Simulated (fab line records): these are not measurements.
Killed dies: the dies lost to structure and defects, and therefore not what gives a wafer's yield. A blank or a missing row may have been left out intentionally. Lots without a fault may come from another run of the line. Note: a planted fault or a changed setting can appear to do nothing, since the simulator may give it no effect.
Which tool is to blame? | flow sky130 | Sampling: 13 lots, 39 wafers, 5 of 708 route steps

== WHAT EACH GAUGE READ, for each wafer ==
SKY_NWELL_TW_MEAS_26.
lot  | measured     | on            | NWELL_2_TW
L810 | day 5 07:19  | film-metro-02 | 498 495 498
L811 | day 5 22:40  | film-metro-02 | 493 492 495
L812 | day 6 02:55  | film-metro-03 | 499 501 500
L815 | day 6 15:44  | film-metro-04 | 499 499 498
L814 | day 6 17:17  | film-metro-03 | 501 498 500
L816 | day 6 23:07  | film-metro-02 | 491 488 488
L817 | day 7 06:50  | film-metro-04 | 502 497 496
L818 | day 7 07:10  | film-metro-04 | 501 500 497
L824 | day 9 07:55  | film-metro-02 | 479 479 480
L825 | day 9 22:58  | film-metro-03 | 492 486 488
L827 | day 10 11:25 | film-metro-02 | 491 492 493
L830 | day 10 22:16 | film-metro-03 | 502 500 500
L832 | day 11 05:14 | film-metro-02 | 493 494 491

SKY_SPACER_THK_MEAS_01.
lot  | measured     | on            | SPACER_CVD_00_THK (nm)
L810 | day 22 19:14 | film-metro-04 | 44.3 44.0 43.9
L811 | day 23 18:28 | film-metro-03 | 43.9 44.4 43.7
L812 | day 24 01:24 | film-metro-03 | 43.1 43.1 43.7
L815 | day 24 21:30 | film-metro-02 | 43.0 43.0 42.9
L814 | day 25 02:22 | film-metro-03 | 43.4 43.7 43.0
L816 | day 25 14:49 | film-metro-02 | 43.2 43.4 43.1
L817 | day 26 03:28 | film-metro-02 | 42.8 42.7 42.5
L818 | day 26 04:43 | film-metro-04 | 43.2 43.3 43.0
L824 | day 28 23:34 | film-metro-02 | 43.1 43.0 43.0
L825 | day 29 16:12 | film-metro-04 | 43.2 43.0 43.3
L827 | day 30 10:45 | film-metro-03 | 43.2 43.2 42.8
L830 | day 31 00:50 | film-metro-04 | 43.1 42.8 43.0
L832 | day 31 06:10 | film-metro-03 | 43.5 43.5 43.3

SKY_CONTACT_THK_MEAS_26: measures by xrf.
lot  | measured     | on            | CONTACT_W_THK (nm)
L810 | day 31 15:11 | film-metro-03 | 331 329 330
L811 | day 32 12:29 | film-metro-03 | 323 324 326
L812 | day 32 18:07 | film-metro-01 | 330 324 326
L815 | day 33 13:43 | film-metro-02 | 340 336 338
L814 | day 33 16:53 | film-metro-02 | 337 334 343
L816 | day 34 04:28 | film-metro-02 | 337 333 333
L817 | day 34 14:50 | film-metro-01 | 333 328 326
L818 | day 34 15:46 | film-metro-01 | 326 326 325
L824 | day 37 03:52 | film-metro-01 | 328 329 326
L825 | day 37 17:48 | film-metro-03 | 327 332 328
L827 | day 38 12:25 | film-metro-03 | 333 328 330
L830 | day 39 01:37 | film-metro-03 | 327 326 326
L832 | day 39 04:50 | film-metro-03 | 327 328 331

== WHICH TOOL RAN EACH LOT (tool, then ch and the chambers of the sampled wafers, then the start) ==
lot  | SKY_NWELL_IMPLANT_24            | SKY_LI_CONTACT_SPUTTER_20
L810 | implanter-03 ch 0, day 5 07:04  | pvd-sputter-03, day 29 03:51
L811 | implanter-03 ch 0, day 5 22:25  | pvd-sputter-03, day 30 00:56
L812 | implanter-03 ch 0, day 6 02:40  | pvd-sputter-03, day 30 07:11
L815 | implanter-01 ch 0, day 6 15:29  | pvd-sputter-02, day 31 03:17
L814 | implanter-04 ch 0, day 6 17:04  | pvd-sputter-01, day 31 06:25
L816 | implanter-04 ch 0, day 6 22:53  | pvd-sputter-01, day 31 18:38
L817 | implanter-04 ch 0, day 7 06:37  | pvd-sputter-03, day 32 05:38
L818 | implanter-03 ch 0, day 7 06:56  | pvd-sputter-03, day 32 06:57
L824 | implanter-03 ch 0, day 9 07:41  | pvd-sputter-01, day 34 19:34
L825 | implanter-03 ch 0, day 9 22:43  | pvd-sputter-03, day 35 09:48
L827 | implanter-04 ch 0, day 10 11:10 | pvd-sputter-01, day 36 03:59
L830 | implanter-04 ch 0, day 10 22:02 | pvd-sputter-03, day 36 18:01
L832 | implanter-01 ch 0, day 11 04:59 | pvd-sputter-03, day 36 21:50
- SKY_NWELL_IMPLANT_24
- SKY_LI_CONTACT_SPUTTER_20: material TiN, target thk 20 nm, time 80 s.

== AS READ BY THE TOOLS THEMSELVES (means over the sampled wafers that have a number; for cases with no such wafer, the mark the record gives instead) ==
SKY_NWELL_IMPLANT_24.
lot  | tool         | beam-energy-keV
L810 | implanter-03 | 139.99
L811 | implanter-03 | 140.01
L812 | implanter-03 | 139.98
L815 | implanter-01 | 139.97
L814 | implanter-04 | 139.98
L816 | implanter-04 | 139.92
L817 | implanter-04 | 140.07
L818 | implanter-03 | 140.04
L824 | implanter-03 | 101.86
L825 | implanter-03 | 101.88
L827 | implanter-04 | 140.01
L830 | implanter-04 | 140.02
L832 | implanter-01 | 140.07

SKY_LI_CONTACT_SPUTTER_20.
lot  | tool           | chamber-pressure-pa (Pa) | throttle-valve-pct (%)
L810 | pvd-sputter-03 | 5.005                    | 28.8
L811 | pvd-sputter-03 | 5.002                    | 28.9
L812 | pvd-sputter-03 | 5.000                    | 29.0
L815 | pvd-sputter-02 | 4.991                    | 30.2
L814 | pvd-sputter-01 | 5.008                    | 29.8
L816 | pvd-sputter-01 | 5.000                    | 29.8
L817 | pvd-sputter-03 | 5.002                    | 29.1
L818 | pvd-sputter-03 | 5.005                    | 29.6
L824 | pvd-sputter-01 | 5.002                    | 29.8
L825 | pvd-sputter-03 | 4.999                    | 29.9
L827 | pvd-sputter-01 | 4.997                    | 30.2
L830 | pvd-sputter-03 | 4.982                    | 28.8
L832 | pvd-sputter-03 | 5.006                    | 28.9

== THE ANSWER, worked out from the rows above alone ==
Rule: usual is defined by the lots themselves. The widest of any qualifying gaps counts: lots, ordered by their means at a reading, are off when they make up no more than a third of the lots, leave a main group of 4 or more, and stand apart from it by 3 or more times the standard deviation of that group's means. Not used: any main group whose means are identical at the precision the tables above print for the reading. Also off: a lot with no number at a reading for which 4 or more lots have one. The other lots that the step has rows for count as sound. The gauges are gone through in route order, then the tools' own readings, and for those a lot's mean is taken as printed above. The first step at which some lot is off is used, and at that step the reading that is off furthest; a lot without a number counts as furthest.
Off, at SKY_NWELL_IMPLANT_24 on beam-energy-keV: L824, L825. Main group: mean 140.01, sd 0.043.
If a tool, at that step or one of the process steps before it, ran each lot that is off and ran no sound lot following the first of them, it fits. One fits: SKY_NWELL_IMPLANT_24 on implanter-03. Its last sound lot is L818 (day 7 06:56), its first lot that is off L824 (day 9 07:41): a fault that began between those two fits.
The tool's own readings at SKY_NWELL_IMPLANT_24 bear it out: on the lots that are off they differ by more than 5 times the standard deviation of the sound lots' means. beam-energy-keV reads 101.87 there against 140.01 on the sound lots.

== WHAT THE SIMULATOR PUT IN ==
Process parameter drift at SKY_NWELL_IMPLANT_24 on implanter-03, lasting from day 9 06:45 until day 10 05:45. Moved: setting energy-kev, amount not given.
Lots struck among those shown: L824, L825. This agrees with what the rule above found.
